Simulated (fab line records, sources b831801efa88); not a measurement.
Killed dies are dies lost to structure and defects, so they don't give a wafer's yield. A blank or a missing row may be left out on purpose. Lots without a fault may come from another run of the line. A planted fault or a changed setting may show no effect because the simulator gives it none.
fab line records | flow sfq_line
record lots=5 wafers=27
route steps=325 shown M5@205 R5@225 M6@263 I6@277 M7@293 M8@321
start_h: hours from the record's first day to the start of the lot's first wafer shown | wait_h: hours since the lot's step before | " the same as in the row above | L1.1+2: a row that stands for several wafers | - no value, or no start given | * or withheld: withheld | < > ~ a bound
route shown NAME@n: a module of which the file shows steps, and the number in the route of the first | usual: mean/standard deviation of fault-free wafers | same: alike in all rows | chamber/n: place in a boat | sites: the reading at each site | _std_site: their standard deviation | _edge_site: outer sites' mean less inner sites' | radius_mm: how far each site lies from the wafer's centre | mask NAME#n: copy n | behind: the tool/chamber that last shaped the wafer | hold: why the lot was held/for how many hours/how that ended | device: the transistor (n, p or np) that didn't switch | end of line: the same wafers' tests at the end of the route | a step without rows: its recipe alone | killed: dies lost to structure and defects at the first sort, not the wafer's yield | map: a wafer's dies, x killed, . not, _ none there
set.NAME: the setting as run; set.NAME@STEP: as run at that earlier step | model.NAME: the simulator's own value behind a step, which no gauge read
lots whose settings were changed on purpose; a table a step, a row a wafer
## steps
# step SFQ_TRILAYER_M5_BARC_OPEN_METAL_ETCH_161
# recipe mask_material=PR chemistry=O2 target_depth_nm=125 target=BARC icp_w=600 bias_w=80 pressure_mtorr=10 time_s=41.7
# usual oes_product_au=0.685/0.0047
# columns lot.wafer tool chamber start_h wait_h set.time_s oes_product_au model.KrF_of_TRILAYER_M5_LITHO_COAT_123.thk_nm
L074.1 rie_metal-04 0 1351.63 0.0 56.3 0.655 504.2
L074.2 " 1 " " 41.7 0.687 524.6
L074.3 " 1 " " 41.7 0.684 524
L074.4 " 0 " " 56.3 0.652 504.2
L074.5 " 0 " " 41.7 0.681 522.5
L074.6 " 1 " " 56.3 0.658 507.6
L077.1 rie_metal-03 0 1429.79 0.0 41.7 0.692 519.2
L077.2 " 1 " " 18.75 0.994 549.6
L077.3 " 1 " " 18.75 1.006 549.7
L077.4 " 0 " " 18.75 1.004 549.2
L077.5 " 1 " " 41.7 0.678 521.7
L077.6 " 0 " " 41.7 0.678 521.7
L078.1 rie_metal-01 1 1430.99 0.0 41.7 0.692 524.5
L078.2 " 0 " " 57.82 0.642 503.3
L078.3 " 0 " " 41.7 0.685 524.8
L078.4 " 1 " " 57.82 0.652 501.6
L078.5 " 0 " " 41.7 0.686 521.2
L078.6 " 1 " " 57.82 0.649 503.3
L079.1 rie_metal-01 0 1433.39 0.0 41.7 0.688 523.3
L079.2 " 1 " " 41.7 0.686 520.9
L079.3 " 0 " " 41.7 0.686 523.6
L079.4 " 1 " " 41.7 0.688 521.3
L079.5 " 0 " " 41.7 0.691 522.8
L079.6 " 1 " " 41.7 0.688 522.9
L084.2 rie_metal-03 1 1481.30 0.0 41.7 0.684 521.8
L084.3 " 0 " " 41.7 0.681 520
L084.4 " 1 " " 41.7 0.690 522.4
# step SFQ_TRILAYER_M5_ETCH_METAL_ETCH_126
# recipe target=Nb stop_on=SiO2 mask_material=PR over_etch_frac=0.15 time_s=203.2 chemistry=Cl2/BCl3 target_depth_nm=265 icp_w=600 bias_w=80 pressure_mtorr=10
# usual oes_product_au=0.728/0.007
# columns lot.wafer tool chamber start_h wait_h set.time_s@TRILAYER_JJ_TRILAYER_DEP_SPUTTER_109 set.time_s@TRILAYER_M5_BARC_OPEN_METAL_ETCH_161 oes_product_au model.etch.depth_nm model.M5.feature_depth_nm model.KrF_of_TRILAYER_M5_LITHO_COAT_123.thk_nm
L074.1 rie_metal-04 0 1351.69 0.0 100 56.3 0.743 155.3 167.6 351.4
L074.2 " 1 " " 100 41.7 0.730 - 162.3 376.1
L074.3 " 1 " " 100 41.7 0.740 154.2 166.1 375.9
L074.4 " 0 " " 100 56.3 0.739 - 166.8 349.9
L074.5 " 0 " " 100 41.7 0.742 150 162.4 368.8
L074.6 " 1 " " 100 56.3 0.731 - 164.8 360.5
L077.1 rie_metal-03 0 1429.85 0.0 55.03 41.7 0.565 81.18 93.62 365.1
L077.2 " 1 " " 100 18.75 0.730 - 161.6 399.1
L077.3 " 1 " " 55.03 18.75 0.570 - 93.66 399.3
L077.4 " 0 " " 55.03 18.75 0.568 82.33 94.6 397.1
L077.5 " 1 " " 100 41.7 0.717 150 162.2 370.6
L077.6 " 0 " " 100 41.7 0.719 - 160.4 368.8
L078.1 rie_metal-01 1 1431.05 0.0 100 41.7 0.723 148.9 161 374.7
L078.2 " 0 " " 74.56 57.82 0.638 - 121.5 355.6
L078.3 " 0 " " 74.56 41.7 0.635 111.5 123.5 376.7
L078.4 " 1 " " 74.56 57.82 0.651 - 124.2 350.9
L078.5 " 0 " " 100 41.7 0.729 - 161.9 374.3
L078.6 " 1 " " 100 57.82 0.724 147.5 159.6 353
L079.1 rie_metal-01 0 1433.45 0.0 100 41.7 0.726 149.1 161 375.8
L079.2 " 1 " " 55.43 41.7 0.568 81.46 93.61 370.3
L079.3 " 0 " " 100 41.7 0.717 148.9 161 374.1
L079.4 " 1 " " 100 41.7 0.720 147.7 159.9 370
L079.5 " 0 " " 55.43 41.7 0.571 82.44 94.42 374.4
L079.6 " 1 " " 55.43 41.7 0.572 80.66 92.8 372.6
L084.2 rie_metal-03 1 1481.36 0.0 100 41.7 0.739 154.3 166.5 369.9
L084.3 " 0 " " 100 41.7 0.727 150.2 162.4 369.4
L084.4 " 1 " " 100 41.7 0.731 147.6 159.8 371.5
# step SFQ_TRILAYER_R5_ETCH_METAL_ETCH_139
# recipe stop_on=SiO2 mask_material=PR chemistry=Cl2 target_depth_nm=60 icp_w=600 bias_w=80 pressure_mtorr=10 time_s=40
# columns lot.wafer tool chamber start_h wait_h set.time_s model.R5.feature_depth_nm model.etch.depth_nm model.KrF_of_TRILAYER_R5_LITHO_COAT_136.thk_nm
L074.1 rie_metal-02 1 1484.96 0.0 28.09 42.44 42.44 504.5
L074.2 " 0 " " 40 60 - 497.8
L074.3 " 0 " " 28.09 42.27 42.27 502.1
L074.4 " 1 " " 28.09 42.67 - 505.1
L074.5 " 0 " " 40 60 60 496.4
L074.6 " 1 " " 40 60 - 497
L077.1 rie_metal-01 0 1554.89 0.0 22.28 32.18 32.18 513.1
L077.2 " 1 " " 22.28 32.3 - 512.7
L077.3 " 0 " " 22.28 32.27 - 512
L077.4 " 1 " " 40 57.32 57.32 502.5
L077.5 " 0 " " 40 57.87 57.87 503.8
L077.6 " 1 " " 40 58.02 - 504.3
L078.1 rie_metal-02 0 1556.09 0.0 40 59.83 59.83 499
L078.2 " 1 " " 40 60 - 496.2
L078.3 " 1 " " 20.02 30.38 30.38 509
L078.4 " 0 " " 20.02 29.67 - 510
L078.5 " 0 " " 20.02 30.11 - 511.5
L078.6 " 1 " " 40 60 60 498.7
L079.1 rie_metal-01 1 1557.29 0.0 40 58.28 58.28 502.9
L079.2 " 0 " " 40 58.2 58.2 500.5
L079.3 " 0 " " 40 58.15 58.15 501.9
L079.4 " 1 " " 40 57.52 57.52 502.8
L079.5 " 0 " " 40 58.11 58.11 500.4
L079.6 " 1 " " 40 57.75 57.75 502.2
L084.2 rie_metal-02 1 1595.69 0.0 40 60 60 496.2
L084.3 " 1 " " 40 60 60 495.4
L084.4 " 0 " " 40 60 60 496.9
# step SFQ_TRILAYER_M6_ETCH_METAL_ETCH_162
# recipe target=Nb stop_on=SiO2 mask_material=PR chemistry=Cl2/Ar target_depth_nm=240 icp_w=600 bias_w=80 pressure_mtorr=10 time_s=120
# columns lot.wafer tool chamber start_h wait_h set.time_s model.M6.feature_depth_nm model.KrF_of_TRILAYER_M6_LITHO_COAT_159.thk_nm
L074.1 rie_metal-01 0 1631.23 0.0 53.08 103.1 465
L074.2 " 1 " " 53.08 103.5 462.7
L074.3 " 0 " " 120 204.3 388.9
L074.4 " 1 " " 53.08 104.3 464
L074.5 " 0 " " 120 203.1 386.4
L074.6 " 1 " " 120 202.2 385.3
L077.1 rie_metal-03 1 1691.25 0.0 120 202.4 372
L077.2 " 0 " " 120 205 374.3
L077.3 " 0 " " 188.4 215.9 293.6
L077.4 " 1 " " 188.4 212.5 288.1
L077.5 " 0 " " 120 199.3 377.6
L077.6 " 1 " " 188.4 218.7 288.3
L078.1 rie_metal-04 0 1694.40 0.0 120 201.9 375.2
L078.2 " 1 " " 100.6 201.9 399.3
L078.3 " 0 " " 100.6 201.9 396.9
L078.4 " 1 " " 120 204.7 379.5
L078.5 " 1 " " 120 203.8 379.1
L078.6 " 0 " " 100.6 203.3 398.8
L079.1 rie_metal-03 0 1695.60 0.0 120 191.7 382.8
L079.2 " 1 " " 120 193.7 377.2
L079.3 " 0 " " 120 196.9 380.8
L079.4 " 1 " " 120 194.3 376.6
L079.5 " 1 " " 120 194.2 376.1
L079.6 " 0 " " 120 195.9 379.1
L084.2 rie_metal-04 0 1929.41 0.0 120 198.6 373.2
L084.3 " 1 " " 120 201.7 383.6
L084.4 " 0 " " 120 202.9 376.2
# step SFQ_TRILAYER_I6_VIA_BARC_OPEN_VIA_ETCH_235
# recipe mask_material=PR chemistry=O2 target_depth_nm=125 target=BARC source_w=500 bias_w=80 pressure_mtorr=30 time_s=41.7
# usual oes_product_au=0.686/0.0041
# columns lot.wafer tool chamber start_h wait_h set.time_s oes_product_au model.KrF_of_TRILAYER_I6_VIA_LITHO_COAT_169.thk_nm
L074.1 rie_diel-04 2 1762.44 0.0 51.58 0.665 560.8
L074.2 " 1 " " 41.7 0.686 574.8
L074.3 " 3 " " 41.7 0.689 573.7
L074.4 " 0 " " 51.58 0.660 560.4
L074.5 " 3 " " 51.58 0.671 560.3
L074.6 " 0 " " 41.7 0.690 573.6
L077.1 rie_diel-01 1 1776.64 0.0 41.7 0.689 573.9
L077.2 " 2 " " 41.7 0.688 572.4
L077.3 " 3 " " 34.28 0.759 582.4
L077.4 " 0 " " 41.7 0.678 572.3
L077.5 " 0 " " 34.28 0.750 580.1
L077.6 " 1 " " 34.28 0.756 581.6
L078.1 rie_diel-03 2 1777.84 0.0 24.4 0.904 592.6
L078.2 " 3 " " 41.7 0.679 572.7
L078.3 " 0 " " 41.7 0.688 572.9
L078.4 " 1 " " 24.4 0.905 592.6
L078.5 " 0 " " 41.7 0.682 573.1
L078.6 " 1 " " 24.4 0.905 592.6
L079.1 rie_diel-04 2 1779.04 0.0 64.25 0.637 542
L079.2 " 3 " " 41.7 0.683 572.1
L079.3 " 0 " " 64.25 0.645 541.7
L079.4 " 1 " " 41.7 0.683 572.2
L079.5 " 0 " " 64.25 0.639 544.8
L079.6 " 3 " " 41.7 0.682 575.1
L084.2 rie_diel-03 3 1937.00 0.0 41.7 0.682 572.5
L084.3 " 2 " " 41.7 0.687 572.1
L084.4 " 2 " " 41.7 0.683 573.6
# step SFQ_TRILAYER_I6_VIA_ETCH_VIA_ETCH_172
# recipe target=SiO2 stop_on=Nb mask_material=PR taper_deg=20 chemistry=CHF3 target_depth_nm=260 source_w=508.3 bias_w=80 pressure_mtorr=30 time_s=withheld
# columns lot.wafer tool chamber start_h wait_h set.time_s@TRILAYER_I6_VIA_BARC_OPEN_VIA_ETCH_235 model.KrF_of_TRILAYER_I6_VIA_LITHO_COAT_169.thk_nm
L074.1 rie_diel-04 2 1762.48 0.0 * 514.6
L074.2 " 1 " " * 529.6
L074.3 " 3 " " * 528.2
L074.4 " 0 " " * 515.8
L074.5 " 3 " " * 514.9
L074.6 " 0 " " * 529.1
L077.1 rie_diel-01 1 1776.68 0.0 * 529.5
L077.2+4 " 2,0 " " * 526.9
L077.3 " 3 " " * 537.2
L077.5 " 0 " " * 534.3
L077.6 " 1 " " * 537.1
L078.1 rie_diel-03 2 1777.88 0.0 * 548
L078.2 " 3 " " * 526.8
L078.3 " 0 " " * 527.8
L078.4 " 1 " " * 546.5
L078.5 " 0 " " * 528.4
L078.6 " 1 " " * 546.7
L079.1 rie_diel-04 2 1779.08 0.0 * 495.9
L079.2 " 3 " " * 527.2
L079.3 " 0 " " * 496.7
L079.4 " 1 " " * 527.5
L079.5 " 0 " " * 499.8
L079.6 " 3 " " * 530.3
L084.2 rie_diel-03 3 1937.03 0.0 * 527.4
L084.3 " 2 " " * 527.3
L084.4 " 2 " " * 528.6
# step SFQ_TRILAYER_M7_ETCH_METAL_ETCH_180
# recipe target=Nb stop_on=SiO2 mask_material=PR chemistry=Cl2/Ar target_depth_nm=240 icp_w=600 bias_w=80 pressure_mtorr=10 time_s=120
# usual oes_product_au=0.894/0.0087
# columns lot.wafer tool chamber start_h wait_h set.time_s oes_product_au model.KrF_of_TRILAYER_M7_LITHO_COAT_177.thk_nm model.M7.feature_depth_nm model.etch.depth_nm
L074.1 rie_metal-03 1 1868.55 0.1 76.35 0.999 432.8 151.8 151.8
L074.2 " 1 " " 76.35 0.998 430.1 153.3 -
L074.3 " 1 " " 76.35 0.997 431.3 153 153
L074.4 " 1 " " 120 0.896 378 199 -
L074.5 " 1 " " 120 0.885 378.8 198.3 198.3
L074.6 " 1 " " 120 0.895 380.8 200.1 -
L077.1 rie_metal-01 1 1876.61 0.0 120 0.896 387.1 200.1 200.1
L077.2 " 0 " " 99.93 0.989 405 196.1 -
L077.3 " 0 " " 99.93 0.982 405.6 194.6 -
L077.4 " 1 " " 120 0.900 386.2 202.6 202.6
L077.5 " 0 " " 120 0.906 381.4 200.7 200.7
L077.6 " 1 " " 99.93 0.974 406.9 193.8 -
L078.1 rie_metal-01 1 1877.81 0.0 73.85 0.977 439.8 143.4 143.4
L078.2 " 0 " " 120 0.899 384 204.4 -
L078.3 " 0 " " 120 0.894 385.5 199.5 199.5
L078.4 " 1 " " 120 0.898 388.4 201.8 -
L078.5 " 1 " " 73.85 0.976 441 142.8 -
L078.6 " 0 " " 73.85 0.992 436.9 146.2 146.2
L079.1 rie_metal-03 1 1879.07 0.1 120 0.889 380.9 198.9 198.9
L079.2 " 1 " " 120 0.884 382.3 195.3 195.3
L079.3 " 1 " " 120 0.879 381.4 196.6 196.6
L079.4 " 1 " " 120 0.899 381.6 200.4 200.4
L079.5 " 1 " " 120 0.876 379.9 195.3 195.3
L079.6 " 1 " " 120 0.893 380.2 201.5 201.5
L084.2 rie_metal-01 1 1970.78 0.0 120 0.896 388.3 202 202
L084.3 " 0 " " 120 0.901 381.4 203.2 203.2
L084.4 " 1 " " 120 0.911 389.7 201.4 201.4
# step SFQ_TRILAYER_M8_DEP_EVAP_196
# recipe material=Au angular_spread_deg=1 target_thk_nm=180 time_s=900 power_w=2000
# columns lot.wafer tool chamber start_h wait_h set.time_s model.Au_of_TRILAYER_M8_DEP_EVAP_196.thk_nm
L074.1 pvd_sputter-02 - 1979.02 0.1 900 183
L074.2 " - " " 449.4 93.36
L074.3 " - " " 900 183.6
L074.4 " - " " 449.4 92.37
L074.5 " - " " 900 183.3
L074.6 " - " " 449.4 91.31
L077.1 pvd_sputter-01 - 1986.22 0.1 900 177.1
L077.2 " - " " 364.9 72.3
L077.3 " - " " 900 183.8
L077.4 " - " " 364.9 71.83
L077.5 " - " " 900 179.9
L077.6 " - " " 364.9 69.33
L078.1 pvd_sputter-02 - 1991.10 0.1 1113 222.2
L078.2 " - " " 1113 222.5
L078.3 " - " " 900 180.7
L078.4 " - " " 900 179.4
L078.5 " - " " 1113 222.3
L078.6 " - " " 900 180.6
L079.1 pvd_sputter-01 - 1993.46 0.1 900 181.5
L079.2 " - " " 1334 264.6
L079.3 " - " " 900 184.2
L079.4 " - " " 1334 266.8
L079.5 " - " " 1334 268.9
L079.6 " - " " 900 178.9
L084.2 pvd_sputter-02 - 2078.99 0.1 900 180
L084.3 " - " " 900 178.2
L084.4 " - " " 900 179.9
# step SFQ_M8_RS_MEAS_949
# recipe thk_meas_gauge=four-point-probe reads=Au_of_TRILAYER_M8_DEP_EVAP_196+Pt_of_TRILAYER_M8_DEP_EVAP_198+Ti_of_TRILAYER_M8_DEP_EVAP_197
# usual M8_AU_RS=0.1533/0.002
# columns lot.wafer tool chamber start_h wait_h set.time_s@TRILAYER_M8_DEP_EVAP_196 M8_AU_RS[ohm/sq]
L074.1 film_metro-03 - 1979.54 0.3 900 0.1510
L074.2 " - " " 449.4 0.3023
L074.3 " - " " 900 0.1507
L074.4 " - " " 449.4 0.3060
L074.5 " - " " 900 0.1504
L074.6 " - " " 449.4 0.3102
L077.1 film_metro-03 - 1986.74 0.3 900 0.1562
L077.2 " - " " 364.9 0.4082
L077.3 " - " " 900 0.1499
L077.4 " - " " 364.9 0.4123
L077.5 " - " " 900 0.1537
L077.6 " - " " 364.9 0.4298
L078.1 film_metro-01 - 1991.61 0.3 1113 0.1245
L078.2 " - " " 1113 0.1242
L078.3 " - " " 900 0.1535
L078.4 " - " " 900 0.1542
L078.5 " - " " 1113 0.1245
L078.6 " - " " 900 0.1534
L079.1 film_metro-04 - 1993.98 0.3 900 0.1527
L079.2 " - " " 1334 0.1042
L079.3 " - " " 900 0.1501
L079.4 " - " " 1334 0.1032
L079.5 " - " " 1334 0.1025
L079.6 " - " " 900 0.1549
L084.2 film_metro-04 - 2079.59 0.3 900 0.1540
L084.3 " - " " 900 0.1556
L084.4 " - " " 900 0.1539
# step SFQ_M8_THK_MEAS_950
# recipe thk_meas_gauge=xrf reads=Au_of_TRILAYER_M8_DEP_EVAP_196
# usual M8_AU_THK=179.0/2.6
# columns lot.wafer tool chamber start_h wait_h set.time_s@TRILAYER_M8_DEP_EVAP_196 M8_AU_THK[nm]
L074.1 film_metro-03 - 1979.66 0.1 900 179.2
L074.2 " - " " 449.4 91.6
L074.3 " - " " 900 179.5
L074.4 " - " " 449.4 91.2
L074.5 " - " " 900 179.9
L074.6 " - " " 449.4 89.8
L077.1 film_metro-03 - 1986.86 0.1 900 173.5
L077.2 " - " " 364.9 71.3
L077.3 " - " " 900 179.9
L077.4 " - " " 364.9 70.7
L077.5 " - " " 900 176.0
L077.6 " - " " 364.9 68.2
L078.1 film_metro-01 - 1991.73 0.1 1113 222.3
L078.2 " - " " 1113 222.4
L078.3 " - " " 900 180.4
L078.4 " - " " 900 179.1
L078.5 " - " " 1113 221.5
L078.6 " - " " 900 180.4
L079.1 film_metro-04 - 1994.10 0.1 900 180.1
L079.2 " - " " 1334 261.4
L079.3 " - " " 900 182.8
L079.4 " - " " 1334 265.4
L079.5 " - " " 1334 265.9
L079.6 " - " " 900 177.9
L084.2 film_metro-04 - 2079.70 0.1 900 180.7
L084.3 " - " " 900 178.5
L084.4 " - " " 900 180.7
# step SFQ_TRILAYER_M8_LIFTOFF_LIFTOFF_197
# recipe temp_c=80 time_s=600 chemistry=NMP
# step SFQ_M8_BOW_MEAS_951
# recipe mode=bow
# usual M8_BOW=6/10
# columns lot.wafer tool chamber start_h wait_h set.time_s@TRILAYER_JJ_TRILAYER_DEP_SPUTTER_109 M8_BOW[um] model.etest.m5.ohm_um model.etest.i5.link_ohm
L074.1 film_metro-04 - 1979.89 0.0 100 12 1.644 -
L074.2 " - " " 100 -2 1.692 -
L074.3 " - " " 100 -4 1.652 2.212
L074.4 " - " " 100 10 1.653 -
L074.5 " - " " 100 16 1.702 2.253
L074.6 " - " " 100 17 1.667 2.246
L077.1 film_metro-04 - 1987.09 0.0 55.03 19 3.144 3.277
L077.2 " - " " 100 7 1.694 2.257
L077.3 " - " " 55.03 12 3.113 3.268
L077.4 " - " " 55.03 6 3.107 3.263
L077.5 " - " " 100 11 1.689 2.28
L077.6 " - " " 100 10 1.724 2.271
L078.1 film_metro-01 - 1991.97 0.0 100 14 1.71 2.276
L078.2 " - " " 74.56 8 2.314 2.71
L078.3 " - " " 74.56 15 2.272 2.675
L078.4 " - " " 74.56 6 2.269 2.652
L078.5 " - " " 100 1 1.694 2.251
L078.6 " - " " 100 10 1.723 2.284
L079.1 film_metro-03 - 1994.33 0.0 100 19 1.708 2.327
L079.2 " - " " 55.43 15 3.13 3.31
L079.3 " - " " 100 24 1.707 2.298
L079.4 " - " " 100 10 1.729 2.325
L079.5 " - " " 55.43 11 3.088 3.279
L079.6 " - " " 55.43 16 3.168 3.322
L084.2 film_metro-03 - 2079.95 0.0 100 26 1.644 2.249
L084.3 " - " " 100 31 1.701 2.265
L084.4 " - " " 100 20 1.718 2.283
## key
split step=SFQ_TRILAYER_M5_BARC_OPEN_METAL_ETCH_161 setting=time_s stated=41.7 by=wafer
response step=SFQ_TRILAYER_M5_BARC_OPEN_METAL_ETCH_161 reading=oes_product_au shape=bent at_lowest=1.001 at_stated=0.686 at_highest=0.648
response step=SFQ_TRILAYER_M5_BARC_OPEN_METAL_ETCH_161 reading=model.KrF_of_TRILAYER_M5_LITHO_COAT_123.thk_nm change=-0.525 per=1% r=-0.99
response step=SFQ_TRILAYER_M5_ETCH_METAL_ETCH_126 reading=model.KrF_of_TRILAYER_M5_LITHO_COAT_123.thk_nm change=-0.558 per=1% r=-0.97
split step=SFQ_TRILAYER_R5_ETCH_METAL_ETCH_139 setting=time_s stated=40 by=wafer
response step=SFQ_TRILAYER_R5_ETCH_METAL_ETCH_139 reading=model.R5.feature_depth_nm change=+0.588 per=1% r=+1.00
response step=SFQ_TRILAYER_R5_ETCH_METAL_ETCH_139 reading=model.etch.depth_nm change=+0.585 per=1% r=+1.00
response step=SFQ_TRILAYER_R5_ETCH_METAL_ETCH_139 reading=model.KrF_of_TRILAYER_R5_LITHO_COAT_136.thk_nm change=-0.228 per=1% r=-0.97
split step=SFQ_TRILAYER_M6_ETCH_METAL_ETCH_162 setting=time_s stated=120 by=wafer
response step=SFQ_TRILAYER_M6_ETCH_METAL_ETCH_162 reading=model.M6.feature_depth_nm shape=bent at_lowest=103.7 at_stated=199.8 at_highest=215.7
response step=SFQ_TRILAYER_M6_ETCH_METAL_ETCH_162 reading=model.KrF_of_TRILAYER_M6_LITHO_COAT_159.thk_nm change=-1.43 per=1% r=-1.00
split step=SFQ_TRILAYER_I6_VIA_BARC_OPEN_VIA_ETCH_235 setting=time_s stated=41.7 by=wafer
response step=SFQ_TRILAYER_I6_VIA_BARC_OPEN_VIA_ETCH_235 reading=oes_product_au shape=bent at_lowest=0.905 at_stated=0.685 at_highest=0.640
response step=SFQ_TRILAYER_I6_VIA_BARC_OPEN_VIA_ETCH_235 reading=model.KrF_of_TRILAYER_I6_VIA_LITHO_COAT_169.thk_nm change=-0.53 per=1% r=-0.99
response step=SFQ_TRILAYER_I6_VIA_ETCH_VIA_ETCH_172 reading=model.KrF_of_TRILAYER_I6_VIA_LITHO_COAT_169.thk_nm change=-0.535 per=1% r=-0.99
split step=SFQ_TRILAYER_M7_ETCH_METAL_ETCH_180 setting=time_s stated=120 by=wafer
response step=SFQ_TRILAYER_M7_ETCH_METAL_ETCH_180 reading=oes_product_au change=-0.00275 per=1% r=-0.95
response step=SFQ_TRILAYER_M7_ETCH_METAL_ETCH_180 reading=model.KrF_of_TRILAYER_M7_LITHO_COAT_177.thk_nm change=-1.39 per=1% r=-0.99
response step=SFQ_TRILAYER_M7_ETCH_METAL_ETCH_180 reading=model.M7.feature_depth_nm change=+1.3 per=1% r=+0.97
response step=SFQ_TRILAYER_M7_ETCH_METAL_ETCH_180 reading=model.etch.depth_nm change=+1.35 per=1% r=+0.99
split step=SFQ_TRILAYER_M8_DEP_EVAP_196 setting=time_s stated=900 by=wafer
response step=SFQ_TRILAYER_M8_DEP_EVAP_196 reading=model.Au_of_TRILAYER_M8_DEP_EVAP_196.thk_nm change=+1.81 per=1% r=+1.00
response step=SFQ_M8_RS_MEAS_949 reading=M8_AU_RS change=-0.00297 per=1% r=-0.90
response step=SFQ_M8_THK_MEAS_950 reading=M8_AU_THK change=+1.77 per=1% r=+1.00
split outside_this_file step=SFQ_TRILAYER_JJ_TRILAYER_DEP_SPUTTER_109 setting=time_s
# split outside_this_file: this setting was split too, and the file shows its column; the key of that split is in another file
